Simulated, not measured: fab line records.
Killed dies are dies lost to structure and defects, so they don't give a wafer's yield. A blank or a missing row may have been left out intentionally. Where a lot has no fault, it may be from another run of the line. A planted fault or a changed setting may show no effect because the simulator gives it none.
Which of the tools did it? -- flow gf180mcu -- 18 wafers from 6 lots sampled at 2 of the route's 602 steps

== WHAT EACH GAUGE READ, for each wafer ==
GF_V1_RS_MEAS_24: the measuring method here is four-point-probe.
lot,measured,on,V1_W_RS (ohm/sq)
L526,day 19 09:51,film_metro-03,0.331 0.325 0.329
L529,day 21 02:23,film_metro-04,0.327 0.322 0.327
L539,day 24 00:33,film_metro-03,0.334 0.331 0.329
L541,day 24 13:47,film_metro-04,0.325 0.329 0.326
L543,day 25 05:01,film_metro-01,0.331 0.330 0.331
L545,day 25 17:48,film_metro-03,0.325 0.324 0.327

== TOOL THAT RAN EACH LOT (tool first, then ch and the chambers of the sampled wafers, then the start) ==
lot,GF_V1_SPUTTER_22
L526,"pvd_sputter-02, day 19 09:42"
L529,"pvd_sputter-02, day 21 02:11"
L539,"pvd_sputter-02, day 24 00:24"
L541,"pvd_sputter-04, day 24 13:35"
L543,"pvd_sputter-04, day 25 04:52"
L545,"pvd_sputter-02, day 25 17:39"
- GF_V1_SPUTTER_22: material TiN, target thk 10 nm, time 40 s.

== THE ANSWER, worked out from the rows above alone ==
Rule: the usual values come from the lots themselves. The widest of any qualifying gaps counts: lots, ordered by their means at a reading, are off when they make up no more than a third of the lots, leave a main group of 4 or more, and stand apart from it by 3 or more times the standard deviation of that group's means. Not used: any main group whose means are identical at the precision the tables above print for the reading. A lot without any number at a reading at which 4 lots or more have one is off too. All remaining lots with rows at the step are treated as sound.
No lot is off on any of the readings shown, so nothing can be concluded from this.

== WHAT THE SIMULATOR HAD INSERTED ==
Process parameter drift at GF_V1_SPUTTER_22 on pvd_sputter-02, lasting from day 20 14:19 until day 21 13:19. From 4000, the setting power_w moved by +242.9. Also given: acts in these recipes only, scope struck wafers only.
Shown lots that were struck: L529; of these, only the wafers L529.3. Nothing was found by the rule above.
